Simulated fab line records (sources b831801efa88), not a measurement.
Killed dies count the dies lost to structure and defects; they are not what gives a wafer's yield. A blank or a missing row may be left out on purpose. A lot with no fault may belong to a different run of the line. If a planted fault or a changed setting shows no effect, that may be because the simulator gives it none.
Problem report in the 8D (eight disciplines) form, filled by code :: flow gf180mcu :: the parts of the form that need people (team, actions taken, sign-off) are left out

1. WHAT IS WRONG
PSD_TW at GF_PSD_TW_MEAS_11 reads a mean of 3398 on 6 wafers of 2 lots; wafers without a fault read 3209 with a standard deviation of 41. Relative to the usual mean, that is a shift of +4.6 standard deviations.
Earliest sighting: wafer L310.1 on film metro-04 at day 19 00:47. At this step, 36 wafers from 12 lots have a number in the record. Rule for "out" (also "out of limits"): further than 4 standard deviations from the usual mean. The rest of the wafers with a number are treated as sound.

2. WHAT IT IS AND WHAT IT IS NOT
question: which readings at this step
is: PSD_TW
is not: -

question: which lots
is: L310, L311
is not: L296, L297, L298, L299, L301, L303, L304, L306, L318, L319

question: which wafers of those lots
is: all that have a number
is not: -

question: read on which gauges
is: film metro-04
is not: film metro-01, film metro-03

question: when
is: from day 19 00:47
is not: up to then (24 sound wafers); but 6 sound wafers of L318, L319 came after

3. WHAT RULES OUT EACH SUSPECT
Counting: a tool at any process step up to the reading remains a suspect when it ran all the lots that are out and ran no sound lot after the first of those.
- the gauge at GF_PSD_TW_MEAS_11 is ruled out. All the wafers that are out were read on film metro-04, but those of them that GF_PSD_IMPLANT_09 has rows for are out there too, on other tools.
- implanter-04 at GF_PSD_IMPLANT_09: kept. Every lot that is out went through it, starting with L310 (day 19 00:32), and after that it ran no sound lot; the last sound lot it ran before then is L303 (day 16 14:41). Its own readings are out on those wafers: beam energy keV.
- plasma asher-03 at GF_PSD_STRIP_10 (strips in O2/N2): ruled out as a lasting fault. Sound lots L319 ran on it after its first lot that is out, L310 (day 19 00:41).
Remaining after the count: implanter-04 at GF_PSD_IMPLANT_09.

4. THE CAUSE (what the simulator had put in)
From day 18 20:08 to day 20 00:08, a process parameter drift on implanter-04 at GF_PSD_IMPLANT_09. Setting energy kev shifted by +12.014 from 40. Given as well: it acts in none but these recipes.
The count eliminated every tool but this one.

5. SEQUENCE OF EFFECTS, ordered by route
Each row: a reading whose mean over the struck wafers that have a number lies more than 3 standard deviations from the usual. Readings are gone through only where the record gives a usual standard deviation; hours: the median, over the lots, of the time from a lot's start at the first step in this table giving one to that lot's start at this step; sigmas: the change measured in usual standard deviations.
hours: 0
step: GF_PSD_IMPLANT_09
reading: beam energy keV
usual: 40.003
on struck wafers: 52.025
change: +12.022
sigmas: +99 or more

hours: 0
step: GF_PSD_STRIP_10
reading: oes product au
usual: 0.592 a.u.
on struck wafers: 0.569
change: -0.023
sigmas: -5.0

hours: 0
step: GF_PSD_STRIP_10
reading: strip time to endpoint s
usual: 16.53 s
on struck wafers: 17.65
change: +1.12
sigmas: +29

hours: 0
step: GF_PSD_TW_MEAS_11
reading: PSD_TW
usual: 3209
on struck wafers: 3398
change: +190
sigmas: +4.6

hours: 1
step: GF_PSD_RS_MEAS_15
reading: PSD_RS
usual: 108.55 ohm/sq
on struck wafers: 98.38
change: -10.17
sigmas: -38
Here are the process steps it includes:
- GF_PSD_IMPLANT_09
- GF_PSD_STRIP_10: strips in O2/N2.

6. WHAT WOULD HAVE CAUGHT IT SOONER
5 hours passed between the start of the fault at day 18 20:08 and the first reading out of limits at a measuring or inspecting step in this record, taken at day 19 00:47.
Tool's own readings at GF_PSD_IMPLANT_09, beam energy keV: out on all struck wafers the step has rows for; an alarm limit on them would have tripped on the first.
Among the 2 lots that are out, L311 began GF_PSD_IMPLANT_09 on implanter-04 after day 19 00:47. Putting the tool on hold at that point would have spared it.
